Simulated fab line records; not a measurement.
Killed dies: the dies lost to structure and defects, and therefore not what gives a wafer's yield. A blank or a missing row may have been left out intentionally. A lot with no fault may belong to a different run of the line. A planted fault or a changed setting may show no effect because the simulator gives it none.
A struck lot beside a sound one ; flow gf180mcu ; 17 out of 602 route steps
Sound: the wafers L896.1, L896.4, L896.6. Wafers L904.3, L904.4, L904.5 were the ones struck. The cause is named last.
Each step with rows lists, per side, the tool, then ch with its chambers, then its first start. Under that, the readings that differ: sound wafers ; struck wafers ; difference of the means ; sigmas: that difference in standard deviations of wafers without a fault.
alike: same words and numbers on both sides, and readings whose means sit less than 2 such deviations apart. not compared: any withheld reading, any reading some wafer has no value for, any bound like >300 that may hide the same value, and any number with overlapping values for which the record gives no deviation.
Wherever a step has rows on one side only, a row that says differs or no value, or a row with sigmas, the two part there. Numbers that have no deviation but don't overlap get no sigmas and don't part them. Lack of a reading on every wafer of one side parts them only where that side has two or more wafers.

first, 2 steps without rows for these wafers: GF_NWELL_IMPLANT_08; GF_NWELL_IMPLANT_09.
GF_NWELL_STRIP_10: strips in O2/N2.
  sound on plasmaAsher-01 ch 0, day 3 07:52; struck on plasmaAsher-03 ch 0,1, day 5 02:21
  alike: drypumpMotorCurrentA, heaterPowerW, oesProductAu, stripTimeToEndpointS
  not compared: rfHoursCounterH
GF_NWELL_TW_MEAS_11:
  struck on filmMetro-04, day 5 02:26; sound on filmMetro-04, day 3 07:58
  alike: NWELL_TW
then, 7 steps without rows for these wafers: GF_LVPWELL_DEHYDRATE_00 (time 60 s); GF_LVPWELL_HMDS_01 (prime time 60 s); GF_LVPWELL_COAT_02 (resist thk 3000 nm); GF_LVPWELL_SOFTBAKE_03; GF_LVPWELL_EXPOSE_04 (exposes mask LVPWELL, target cd 600 nm); GF_LVPWELL_PEB_05; GF_LVPWELL_DEVELOP_06 (develop time 60 s).
GF_LVPWELL_OVL_MEAS_07:
  struck on overlay-02, day 5 16:32; sound on overlay-01, day 3 20:41
reading;sound;struck;difference;sigmas
LVPWELL_OVL (nm);0.0 2.4 2.6;-1.1 -2.1 -0.7;-3.0;-2
GF_LVPWELL_IMPLANT_08:
  sound on implanter-03 ch 0, day 3 20:43; struck on implanter-03 ch 0, day 5 16:37
reading;sound;struck;difference;sigmas
implantIonAmu;11 11 11;31 31 31;+20;
model.implant.rpNm (nm);476.9 476.9 476.9;221.5 221.5 221.5;-255.4;
model.implant.drpNm (nm);102.4 102.4 102.4;68.9 68.9 68.9;-33.5;
  alike: beamEnergyKeV, endStationPressureTorr
following that, these wafers have no rows for 1 step: GF_LVPWELL_IMPLANT_09.
GF_LVPWELL_STRIP_10: strips in O2/N2.
  sound on plasmaAsher-03 ch 0,1, day 3 21:01; struck on plasmaAsher-03 ch 0,1, day 5 16:53
  alike: drypumpMotorCurrentA, heaterPowerW, oesProductAu, stripTimeToEndpointS
  not compared: rfHoursCounterH
GF_LVPWELL_TW_MEAS_11:
  struck on filmMetro-03, day 5 17:12; sound on filmMetro-04, day 3 21:07
reading;sound;struck;difference;sigmas
LVPWELL_TW;548 548 551;1299 1306 1298;+752;+99 or more
  not compared: hold
GF_PASSIVATION_PROBE_99:
  the record holds rows for the sound wafers here (prober-02, day 28 23:04) but none for the struck ones

## WHERE THEY PART
First at GF_LVPWELL_OVL_MEAS_07; last, within this record, at GF_PASSIVATION_PROBE_99.

WHY: whatever the simulator had introduced
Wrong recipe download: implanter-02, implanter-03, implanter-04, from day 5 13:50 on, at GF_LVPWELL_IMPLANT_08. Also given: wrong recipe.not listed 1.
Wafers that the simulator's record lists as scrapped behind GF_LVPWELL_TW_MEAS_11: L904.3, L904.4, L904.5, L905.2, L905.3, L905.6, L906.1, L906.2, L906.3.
